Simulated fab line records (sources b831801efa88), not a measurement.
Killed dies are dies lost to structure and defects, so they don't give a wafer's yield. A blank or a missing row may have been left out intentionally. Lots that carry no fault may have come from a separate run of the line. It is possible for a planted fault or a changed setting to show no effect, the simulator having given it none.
The tool behind it: which one? / flow gf180mcu / Sampling: 7 lots, 21 wafers, 2 of 602 route steps

== WHAT EACH GAUGE READ, for each wafer ==
GF_POLY_GATE_CD_MEAS_10: target cd 280 nm.
lot=L302; measured=day 9 07:46; on=cd-sem-02; cd-nm (nm)=281.7 281.2 281.1
lot=L305; measured=day 10 08:58; on=cd-sem-02; cd-nm (nm)=280.0 279.7 280.4
lot=L307; measured=day 11 04:07; on=cd-sem-02; cd-nm (nm)=282.8 284.4 281.6
lot=L310; measured=day 12 05:25; on=cd-sem-01; cd-nm (nm)=281.4 280.5 281.8
lot=L314; measured=day 13 01:37; on=cd-sem-01; cd-nm (nm)=278.6 280.1 280.7
lot=L319; measured=day 14 11:22; on=cd-sem-01; cd-nm (nm)=255.8 256.6 256.0
lot=L322; measured=day 15 15:49; on=cd-sem-01; cd-nm (nm)=281.5 282.0 281.9

== WHAT TOOL EACH LOT RAN ON (gives the tool, then ch and the chambers of the sampled wafers, and finally the start) ==
lot=L302; GF_POLY_GATE_SOFTBAKE_06=litho-track-04 ch 0, day 8 23:00
lot=L305; GF_POLY_GATE_SOFTBAKE_06=litho-track-02 ch 0, day 9 23:00
lot=L307; GF_POLY_GATE_SOFTBAKE_06=litho-track-03 ch 0, day 10 18:00
lot=L310; GF_POLY_GATE_SOFTBAKE_06=litho-track-02 ch 0, day 11 19:00
lot=L314; GF_POLY_GATE_SOFTBAKE_06=litho-track-03 ch 0, day 12 15:00
lot=L319; GF_POLY_GATE_SOFTBAKE_06=litho-track-03 ch 0, day 14 00:00
lot=L322; GF_POLY_GATE_SOFTBAKE_06=litho-track-02 ch 0, day 15 05:00
- GF_POLY_GATE_SOFTBAKE_06: time 60 s.

== THE ANSWER, worked out from the rows above alone ==
Rule: usual is defined by the lots themselves. The widest of any qualifying gaps counts: lots, ordered by their means at a reading, are off when they make up no more than a third of the lots, leave a main group of 4 or more, and stand apart from it by 3 or more times the standard deviation of that group's means. Not used: any main group whose means are identical at the precision the tables above print for the reading. A lot without any number at a reading at which 4 lots or more have one is off too. Where the step has rows for the other lots, those lots are counted as sound.
Off at GF_POLY_GATE_CD_MEAS_10 (cd-nm): L319. Main group: mean 281.2 nm, sd 1.1.
If a tool, at a process step before that reading, ran all the lots that are off and no sound lot after the first of them, it fits. The gauges at GF_POLY_GATE_CD_MEAS_10 are tried like those tools. One candidate fits, namely litho-track-03 at GF_POLY_GATE_SOFTBAKE_06. A fault onset in the window from L314 (day 12 15:00, its last sound lot) to L319 (day 14 00:00, its first lot off) fits.

== WHAT THE SIMULATOR HAD INSERTED ==
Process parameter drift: litho-track-03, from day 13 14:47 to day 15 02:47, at GF_POLY_GATE_SOFTBAKE_06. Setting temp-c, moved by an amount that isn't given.
Shown lots that were struck: L319. The same result came from the rule above.
